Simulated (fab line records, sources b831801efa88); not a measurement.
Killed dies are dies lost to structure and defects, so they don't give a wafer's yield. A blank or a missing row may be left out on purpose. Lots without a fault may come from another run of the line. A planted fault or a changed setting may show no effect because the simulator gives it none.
Which tool did it? | flow sky130 | 13 lots, 39 wafers sampled, at 4 steps of a route of 708

WHAT THE GAUGES READ, wafer by wafer
SKY_LDD_HVP_OVL_MEAS_07.
lot  | measured     | on         | LDD_HVP_OVL (nm)
L586 | day 21 17:35 | overlay-02 | -0.5 0.3 -0.2
L587 | day 22 04:02 | overlay-02 | 1.7 0.2 0.0
L589 | day 23 00:50 | overlay-02 | -0.2 -1.3 0.2
L592 | day 24 01:17 | overlay-02 | 0.8 0.9 0.3
L593 | day 24 09:37 | overlay-02 | 1.9 2.1 3.9
L594 | day 25 10:59 | overlay-01 | -1.1 0.9 -0.1
L597 | day 26 11:50 | overlay-02 | 0.4 2.5 0.8
L598 | day 27 05:58 | overlay-01 | 1.5 0.7 0.6
L599 | day 27 17:09 | overlay-01 | -0.3 0.2 1.5
L600 | day 27 22:41 | overlay-01 | -1.2 -2.4 -0.8
L601 | day 27 22:50 | overlay-02 | 1.0 0.9 -0.2
L602 | day 28 01:08 | overlay-02 | 0.7 2.0 0.6
L608 | day 30 08:14 | overlay-01 | 1.8 0.6 1.0

SKY_SD_N_CD_MEAS_07: target cd 380 nm.
lot  | measured     | on        | cd_nm (nm)
L586 | day 28 00:02 | cd_sem-01 | 382 382 380
L587 | day 28 10:44 | cd_sem-01 | 377 375 377
L589 | day 29 06:32 | cd_sem-01 | 374 376 375
L592 | day 30 03:59 | cd_sem-02 | 382 383 381
L593 | day 30 11:55 | cd_sem-01 | 379 378 380
L594 | day 31 11:13 | cd_sem-01 | 384 383 385
L597 | day 32 09:58 | cd_sem-02 | 379 380 382
L598 | day 33 01:44 | cd_sem-01 | 381 378 377
L599 | day 33 13:23 | cd_sem-01 | 377 377 375
L600 | day 33 19:05 | cd_sem-01 | 382 383 381
L601 | day 33 19:55 | cd_sem-02 | 381 384 382
L602 | day 33 23:31 | cd_sem-02 | 383 383 383
L608 | day 36 03:11 | cd_sem-02 | 377 378 378

WHICH TOOL RAN EACH LOT (tool, then ch and the chambers of the sampled wafers, then the start)
lot  | SKY_FIELD_ISO_ETCH_14             | SKY_LDD_N_IMPLANT_15
L586 | rie_diel-03 ch 0,1,2, day 2 09:58 | implanter-04 ch 0, day 17 20:59
L587 | rie_diel-03 ch 1,2, day 2 16:37   | implanter-04 ch 0, day 18 07:56
L589 | rie_diel-04 ch 0,3, day 3 04:16   | implanter-04 ch 0, day 19 04:59
L592 | rie_diel-01 ch 0,1,3, day 3 16:49 | implanter-02 ch 0, day 20 07:02
L593 | rie_diel-04 ch 0,1,2, day 3 23:38 | implanter-02 ch 0, day 20 15:37
L594 | rie_diel-01 ch 0,1,3, day 4 06:19 | implanter-02 ch 0, day 21 16:00
L597 | rie_diel-04 ch 0,1,2, day 4 18:51 | implanter-02 ch 0, day 22 20:00
L598 | rie_diel-03 ch 1,2,3, day 5 02:04 | implanter-04 ch 0, day 23 13:26
L599 | rie_diel-01 ch 0,2,3, day 5 08:13 | implanter-02 ch 0, day 24 01:55
L600 | rie_diel-03 ch 0,1,3, day 5 12:37 | implanter-02 ch 0, day 24 05:52
L601 | rie_diel-03 ch 1,3, day 5 17:49   | implanter-03 ch 0, day 24 07:13
L602 | rie_diel-03 ch 1,3, day 5 22:49   | implanter-02 ch 0, day 24 09:33
L608 | rie_diel-01 ch 0,3, day 7 06:55   | implanter-04 ch 0, day 26 17:53
- SKY_FIELD_ISO_ETCH_14: etches BARC in N2/H2, stops on SiO2, time 45.9 s, target depth 60 nm.
- SKY_LDD_N_IMPLANT_15

WHAT THE TOOLS THEMSELVES READ (means of the sampled wafers that have a number; where no wafer has one, the mark that the record gives instead)
SKY_FIELD_ISO_ETCH_14.
lot  | tool        | drypump_motor_current_A (A) | oes_product_au (a.u.) | rf_fwd_power_W (W) | throttle_valve_pct (%)
L586 | rie_diel-03 | 5.3                         | 0.854                 | 495.3              | 13.224
L587 | rie_diel-03 | 5.5                         | 0.847                 | 496.1              | 13.213
L589 | rie_diel-04 | 5.4                         | 0.850                 | 494.1              | 13.219
L592 | rie_diel-01 | 6.2                         | 0.849                 | 493.5              | 13.235
L593 | rie_diel-04 | 5.4                         | 0.853                 | 493.5              | 13.232
L594 | rie_diel-01 | 6.2                         | 0.851                 | 493.6              | 13.228
L597 | rie_diel-04 | 5.4                         | 0.857                 | 496.3              | 13.226
L598 | rie_diel-03 | 5.6                         | 0.855                 | 496.4              | 13.219
L599 | rie_diel-01 | 6.0                         | 0.856                 | 494.4              | 13.221
L600 | rie_diel-03 | 5.5                         | 0.854                 | 494.6              | 13.223
L601 | rie_diel-03 | 5.7                         | 0.859                 | 494.7              | 13.224
L602 | rie_diel-03 | 5.6                         | 0.856                 | 493.8              | 13.219
L608 | rie_diel-01 | 6.3                         | 0.857                 | 494.8              | 13.232

SKY_LDD_N_IMPLANT_15.
lot  | tool         | dose_ions_cm2 | faraday_current_uA
L586 | implanter-04 | 5e+12         | 28.2
L587 | implanter-04 | 5e+12         | 28.3
L589 | implanter-04 | 5e+12         | 29.2
L592 | implanter-02 | 5e+12         | 28.1
L593 | implanter-02 | 5e+12         | 28.8
L594 | implanter-02 | 5e+12         | 28.0
L597 | implanter-02 | 5e+12         | 28.1
L598 | implanter-04 | 5e+12         | 28.5
L599 | implanter-02 | 9e+12         | 50.9
L600 | implanter-02 | 9e+12         | 50.3
L601 | implanter-03 | 5e+12         | 27.6
L602 | implanter-02 | 9e+12         | 50.0
L608 | implanter-04 | 5e+12         | 27.9

THE ANSWER, worked out from the rows above alone
Rule: what is usual is taken from the lots themselves. Put in order of their means at a reading, lots are off if they are a third of the lots or fewer, leave a main group of 4 or more, and stand apart from it by a gap of 3 or more times the standard deviation of the main group's means; of several such gaps the widest counts. A main group whose means are all the same, to the digits that the tables above print for the reading, isn't used. A lot without any number at a reading at which 4 lots or more have one is off too. The other lots that the step has rows for count as sound. The gauges are gone through in route order, then the tools' own readings, and for those a lot's mean is taken as printed above. The first step at which some lot is off is used, and at that step the reading that is off furthest; a lot without a number counts as furthest.
Off: L599, L600, L602, at SKY_LDD_N_IMPLANT_15 (faraday_current_uA). The main group: mean 28.3, standard deviation 0.44.
A tool fits if, at that step or a process step before it, it ran every lot that is off, and no sound lot after the first of them. One fits: implanter-02 at SKY_LDD_N_IMPLANT_15. Its last sound lot is L597 (day 22 20:00), its first lot that is off L599 (day 24 01:55): a fault that began between those two fits.
The tool's own readings at SKY_LDD_N_IMPLANT_15 bear it out: on the lots that are off they differ by more than 5 times the standard deviation of the sound lots' means. dose_ions_cm2 reads 9e+12 there against 5e+12 on the sound lots; faraday_current_uA reads 50.4 there against 28.3 on the sound lots.

WHAT THE SIMULATOR HAD PUT IN
Process parameter drift: implanter-02, from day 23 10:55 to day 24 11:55, at SKY_LDD_N_IMPLANT_15. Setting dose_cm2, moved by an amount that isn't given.
Lots struck among those shown: L599, L600, L602. The rule above found the same.
